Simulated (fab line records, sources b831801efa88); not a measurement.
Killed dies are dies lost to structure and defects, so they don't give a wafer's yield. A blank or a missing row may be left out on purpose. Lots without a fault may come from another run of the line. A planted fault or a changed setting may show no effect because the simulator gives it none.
fab line records | flow sky130
record lots=12 wafers=36 last_day=50
route steps=708 shown POLY_GATE@229 LI_CONTACT@378 CONTACT@430 PAD_OPEN@708
lots that met no fault: from a run of the same line without faults
start_h: hours from the record's first day to the start of the lot's first wafer shown | wait_h: hours since the lot's step before | " the same as in the row above | L1.1+2: a row that stands for several wafers | - no value, or no start given | * or withheld: withheld | < > ~ a bound
route shown NAME@n: a module of which the file shows steps, and the number in the route of the first | usual: mean/standard deviation of fault-free wafers | same: alike in all rows | chamber/n: place in a boat | sites: the reading at each site | _std_site: their standard deviation | _edge_site: outer sites' mean less inner sites' | radius_mm: how far each site lies from the wafer's centre | mask NAME#n: copy n | behind: the tool/chamber that last shaped the wafer | hold: why the lot was held/for how many hours/how that ended | device: the transistor (n, p or np) that didn't switch | end of line: the same wafers' tests at the end of the route | a step without rows: its recipe alone | killed: dies lost to structure and defects at the first sort, not the wafer's yield | map: a wafer's dies, x killed, . not, _ none there
set.NAME: the setting as run; set.NAME@STEP: as run at that earlier step | model.NAME: the simulator's own value behind a step, which no gauge read
steps of the route over a sample of lots; a table a step, a row a wafer
services: from which hour (start_h, from the record's first day; less than 0 if before it) a tool's chamber was out of use, for how many hours, and why
## steps
# step SKY_POLY_GATE_ETCH_15
# recipe chemistry=N2/H2 target=BARC ion_energy_ev=200 source_w=500 bias_w=100 pressure_mtorr=30 n2_flow_sccm=100 h2_flow_sccm=200 stop_on=SiO2 time_s=118.5 target_depth_a=1100
# usual bias_w=100.06/0.3 drypump_motor_current_A=5.8/0.39 oes_product_au=0.717/0.0046 rf_fwd_power_W=497.4/1.5 throttle_valve_pct=13.212/0.01
# columns lot.wafer tool chamber start_h wait_h bias_w drypump_motor_current_A oes_product_au rf_fwd_power_W rf_hours_counter_h throttle_valve_pct
L833.2 rie_diel-03 1 396.74 0.0 99.86 5.0 0.717 496.3 1 13.217
L833.3 " 0 " " 100.07 5.3 0.711 498.5 5 13.220
L833.5 " 2 " " 99.90 5.5 0.721 496.5 - 13.213
L835.1 rie_diel-04 0 412.97 0.0 100.27 5.1 0.717 496.1 76 13.202
L835.2 " 2 " " 100.05 6.3 0.719 496.7 4 13.220
L835.6 " 3 " " 100.15 6.1 0.706 497.8 - 13.204
L836.2 rie_diel-04 1 417.84 0.0 100.17 5.7 0.715 495.1 58 13.214
L836.3 " 2 " " 99.91 6.3 0.717 496.4 4 13.202
L836.4 " 3 " " 100.16 6.1 0.707 497.8 18 13.224
L837.1 rie_diel-04 3 419.99 0.0 100.28 6.1 0.723 497.6 18 13.193
L837.3 " 2 " " 99.93 6.3 0.709 496.2 4 13.197
L837.6 " 3 " " 100.52 6.1 0.720 498.4 - 13.221
L838.2 rie_diel-03 0 434.09 0.0 99.73 5.3 0.723 499.8 6 13.233
L838.5 " 1 " " 99.67 5.0 0.729 500.3 - 13.206
L838.6 " 2 " " 100.59 5.4 0.716 500.2 - 13.227
L840.1 rie_diel-04 3 453.57 0.0 99.97 6.2 0.714 495.6 19 13.216
L840.5 " 1 " " 99.64 5.7 0.715 498.2 - 13.217
L840.6 " 0 " " 100.15 5.1 0.715 496.2 - 13.201
L841.2 rie_diel-01 3 459.09 0.0 100.15 5.8 0.720 499.1 61 13.207
L841.3 " 2 " " 100.49 5.8 0.718 498.3 70 13.214
L841.5 " 2 " " 100.11 5.9 0.715 498.2 - 13.232
L843.1 rie_diel-04 0 474.17 0.0 99.78 5.1 0.726 497.8 77 13.204
L843.2 " 2 " " 100.69 6.3 0.724 497.5 5 13.208
L843.3 " 1 " " 99.88 5.7 0.723 495.0 59 13.202
L844.1 rie_diel-04 0 475.82 0.0 99.87 5.1 0.715 495.8 77 13.218
L844.4 " 2 " " 99.98 6.3 0.717 501.2 5 13.194
L844.5 " 2 " " 99.94 6.3 0.718 498.4 - 13.200
L845.2 rie_diel-04 1 487.42 0.0 100.02 5.7 0.715 496.2 60 13.210
L845.3 " 3 " " 99.89 6.1 0.712 497.5 19 13.228
L845.4 " 2 " " 99.53 6.3 0.720 495.6 6 13.210
L853.2 rie_diel-01 1 563.09 0.0 100.02 5.7 0.707 498.6 16 13.213
L853.4 " 2 " " 100.07 5.8 0.716 496.3 73 13.211
L853.5 " 0 " " 76.06 6.2 0.711 497.1 - 13.218
L854.3 rie_diel-01 0 566.24 0.0 76.11 6.2 0.718 495.2 4 13.201
L854.4 " 1 " " 100.07 5.8 0.715 496.5 16 13.220
L854.5 " 3 " " 100.38 5.8 0.717 496.3 - 13.218
# step SKY_LI_CONTACT_STRIP_16
# recipe chemistry=O2/N2 power_w=1400 pressure_mtorr=1500 platen_temp_c=withheld o2_flow_sccm=3000 n2_flow_sccm=300 overash_fraction=0.5
# usual drypump_motor_current_A=5.7/0.45 oes_product_au=0.375/0.0048 strip_time_to_endpoint_s=3.47/0.045
# columns lot.wafer tool chamber start_h wait_h drypump_motor_current_A oes_product_au rf_hours_counter_h strip_time_to_endpoint_s
L833.2 plasma_asher-01 1 701.64 - 5.7 0.371 101 3.42
L833.3 " 0 " " 6.4 0.381 - 3.54
L833.5 " 1 " " 5.7 0.374 - 3.52
L835.1 plasma_asher-04 1 716.87 - 6.0 0.380 90 3.53
L835.2 " 0 " " 5.7 0.380 90 3.49
L835.6 " 1 " " 6.0 0.373 - 3.53
L836.2 plasma_asher-02 1 722.09 - 5.4 0.380 28 3.46
L836.3 " 1 " " 5.4 0.371 - 3.41
L836.4 " 0 " " 4.9 0.373 - 3.45
L837.1 plasma_asher-01 1 724.24 - 5.6 0.370 104 3.41
L837.3 " 1 " " 5.6 0.372 - 3.42
L837.6 " 1 " " 5.6 0.384 - 3.54
L838.2 plasma_asher-04 1 734.85 - 6.0 0.373 91 3.49
L838.5 " 0 " " 5.8 0.380 - 3.46
L838.6 " 1 " " 6.0 0.383 - 3.47
L840.1 plasma_asher-01 1 753.54 - 5.6 0.379 1 3.50
L840.5 " 0 " " 6.4 0.373 - 3.49
L840.6 " 1 " " 5.6 0.373 - 3.53
L841.2 plasma_asher-02 1 758.54 - 5.4 0.377 32 3.43
L841.3 " 1 " " 5.4 0.373 - 3.50
L841.5 " 1 " " 5.4 0.375 - 3.50
L843.1 plasma_asher-01 0 769.24 - 6.4 0.372 3 3.51
L843.2 " 1 " " 5.6 0.375 3 3.40
L843.3 " 0 " " 6.4 0.377 - 3.53
L844.1 plasma_asher-02 0 771.74 - 4.9 0.386 33 3.52
L844.4 " 1 " " 5.4 0.376 - 3.52
L844.5 " 1 " " 5.4 0.381 - 3.55
L845.2 plasma_asher-04 0 791.29 - 5.7 0.371 97 3.47
L845.3 " 1 " " 6.0 0.376 - 3.52
L845.4 " 0 " " 5.8 0.376 - 3.40
L853.2 plasma_asher-04 0 847.22 - 5.7 0.368 101 3.40
L853.4 " 0 " " 5.7 0.369 - 3.50
L853.5 " 1 " " 6.0 0.370 - 3.41
L854.3 plasma_asher-01 0 851.20 - 6.4 0.367 - 3.39
L854.4 " 1 " " 5.6 0.382 - 3.53
L854.5 " 1 " " 5.6 0.374 - 3.51
# step SKY_CONTACT_CVD_24
# recipe material=W target_thk_nm=340 time_s=102.12 temp_c=400 pressure_torr=40
# usual chamber_pressure_Torr=39.98/0.088 heater_power_w=865/95
# columns lot.wafer tool chamber start_h wait_h chamber_pressure_Torr heater_power_w
L833.2 cvd_w-02 0 761.27 0.0 39.81 934
L833.3 " 1 " " 40.15 804
L833.5 " 1 " " 40.06 831
L835.1 cvd_w-01 0 775.57 0.0 40.12 969
L835.2 " 0 " " 39.98 990
L835.6 " 0 " " 39.97 1002
L836.2 cvd_w-01 0 779.58 0.1 40.02 982
L836.3 " 0 " " 39.92 991
L836.4 " 0 " " 39.86 969
L837.1 cvd_w-01 0 782.11 0.0 39.96 979
L837.3 " 0 " " 39.92 1002
L837.6 " 0 " " 39.93 985
L838.2 cvd_w-01 1 792.73 0.0 39.80 785
L838.5 " 0 " " 39.94 951
L838.6 " 1 " " 39.77 759
L840.1 cvd_w-02 1 809.69 0.0 40.08 838
L840.5 " 0 " " 40.15 944
L840.6 " 1 " " 40.04 821
L841.2 cvd_w-01 1 815.30 0.1 40.16 760
L841.3 " 1 " " 40.05 770
L841.5 " 1 " " 40.27 760
L843.1 cvd_w-01 1 825.78 0.0 40.05 766
L843.2 " 1 " " 39.92 768
L843.3 " 1 " " 39.88 735
L844.1 cvd_w-01 1 828.18 0.2 39.95 756
L844.4 " 1 " " 40.03 752
L844.5 " 1 " " 39.98 768
L845.2 cvd_w-02 0 848.07 0.0 40.05 930
L845.3 " 0 " " 39.97 936
L845.4 " 1 " " 40.02 797
L853.2 cvd_w-01 1 903.93 0.0 39.96 776
L853.4 " 1 " " 39.97 763
L853.5 " 1 " " 39.95 758
L854.3 cvd_w-01 1 907.15 0.1 40.03 772
L854.4 " 0 " " 40.02 983
L854.5 " 0 " " 40.14 980
# step SKY_CONTACT_THK_MEAS_26
# recipe thk_meas_gauge=xrf reads=W_of_CONTACT_CVD_24
# usual CONTACT_W_THK=326/5.1
# columns lot.wafer tool chamber start_h wait_h CONTACT_W_THK[nm]
L833.2 film_metro-03 - 761.51 0.1 320
L833.3 " - " " 316
L833.5 " - " " 319
L835.1 film_metro-04 - 775.91 0.1 323
L835.2 " - " " 324
L835.6 " - " " 327
L836.2 film_metro-01 - 779.89 0.1 324
L836.3 " - " " 325
L836.4 " - " " 327
L837.1 film_metro-04 - 782.45 0.1 325
L837.3 " - " " 323
L837.6 " - " " 323
L838.2 film_metro-01 - 792.97 0.1 331
L838.5 " - " " 326
L838.6 " - " " 330
L840.1 film_metro-04 - 809.92 0.1 327
L840.5 " - " " 326
L840.6 " - " " 328
L841.2 film_metro-04 - 815.61 0.1 324
L841.3 " - " " 324
L841.5 " - " " 326
L843.1 film_metro-04 - 826.12 0.1 331
L843.2 " - " " 334
L843.3 " - " " 330
L844.1 film_metro-04 - 828.52 0.1 324
L844.4 " - " " 329
L844.5 " - " " 329
L845.2 film_metro-03 - 848.31 0.1 323
L845.3 " - " " 322
L845.4 " - " " 321
L853.2 film_metro-01 - 904.17 0.1 332
L853.4 " - " " 331
L853.5 " - " " 331
L854.3 film_metro-04 - 907.36 0.1 333
L854.4 " - " " 326
L854.5 " - " " 326
# step SKY_PAD_OPEN_PROBE_99
# usual killed_at_M0_to_M3=43/7 killed_at_M4_up=3.1/1.9 killed_at_contacts=25/6.1 killed_at_front_end=15/4.5 killed_at_other=0.3/0.55 killed_dies=87/8.9 killed_open=47/6.4 killed_short=40/6.6
# same gross_dies=492 killed_at_back_side=0
# columns lot.wafer tool chamber start_h wait_h killed_at_M0_to_M3 killed_at_M4_up killed_at_contacts killed_at_front_end killed_at_other killed_dies killed_open killed_short
L843.1 prober-01 - 1146.02 0.1 43 4 16 10 0 73 42 31
L843.2 prober-01 - 1146.07 0.1 45 1 17 7 1 71 36 34
L843.3 prober-01 - 1146.12 0.2 29 1 24 21 0 75 37 37
# killed by level:class
L843.1 VIA1:geometric_particle:open=11 METAL2:geometric_particle:short=7 LI_CONTACT:geometric_particle:open=6 CONTACT:geometric_particle:open=5 METAL1:geometric_particle:short=5 VIA2:geometric_particle:open=5 FIELD_ISO:geometric_particle:open=4 VIA3:geometric_particle:open=3
L843.2 VIA2:geometric_particle:open=11 LI_CONTACT:geometric_particle:open=7 METAL1:geometric_particle:short=6 VIA1:geometric_particle:open=6 METAL2:geometric_particle:short=5 VIA3:geometric_particle:open=5 CONTACT:geometric_particle:open=4 VIA1:geometric_particle:short=4
L843.3 CONTACT:geometric_particle:open=8 POLY_GATE:geometric_particle:open=6 CONTACT:geometric_particle:short=6 VIA2:geometric_particle:open=6 POLY_GATE:geometric_particle:short=4 LOCAL_INTERCONNECT:geometric_particle:short=4 VIA1:geometric_particle:short=4 VIA1:geometric_particle:open=4
## services
# columns tool chamber start_h hours kind
cvd_w-01 - 386.56 3.3 repair
cvd_w-01 - 390.00 14.0 pm
rie_diel-01 1 398.59 2.4 repair
rie_diel-01 - 412.76 2.8 pm
plasma_asher-02 - 421.25 9.0 pm
rie_diel-04 3 428.26 2.0 repair
plasma_asher-02 - 436.40 1.2 repair
rie_diel-01 2 439.65 8.7 repair
rie_diel-04 0 461.89 11.9 repair
cvd_w-01 - 477.56 1.6 repair
cvd_w-01 - 599.89 2.6 repair
rie_diel-04 - 652.39 2.8 pm
cvd_w-01 - 702.77 6.9 pm
rie_diel-04 0 710.45 7.2 repair
plasma_asher-01 - 733.75 9.0 pm
cvd_w-01 1 755.56 28.0 repair
plasma_asher-04 - 813.30 14.6 pm
cvd_w-01 0 813.49 15.3 repair
rie_diel-04 3 822.85 11.2 repair
cvd_w-01 - 839.90 14.6 pm
rie_diel-04 - 870.51 0.1 repair
cvd_w-01 0 871.13 2.8 repair
rie_diel-04 3 880.65 2.6 repair
plasma_asher-01 - 905.04 2.8 pm
## key
first_sign step=SKY_POLY_GATE_ETCH_15 reading=bias_w direction=down sigmas=81 usual=100.06 struck=76.09
effect none on later readings
met_at SKY_POLY_GATE_ETCH_15
struck_lots L853,L854
struck_wafers L853.5,L854.3
tester_left_out L853,L854
not_acting_at SKY_LI_CONTACT_STRIP_16,SKY_CONTACT_CVD_24,SKY_CONTACT_THK_MEAS_26
fault kind=process_parameter_drift tool=rie_diel-01 chamber=0 onset_h=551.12 steps=SKY_POLY_GATE_ETCH_15 channel=bias_w offset=-23.957 shape=step end_h=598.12 acts_in=these_recipes_only stated=100
# tester_left_out: of these lots the tester's yield and bins aren't shown, on N5 and GAA mostly nor the transistor test; their killed dies are dies lost to structure and defects alone, not to doping, threshold or leakage, so they don't give the yield
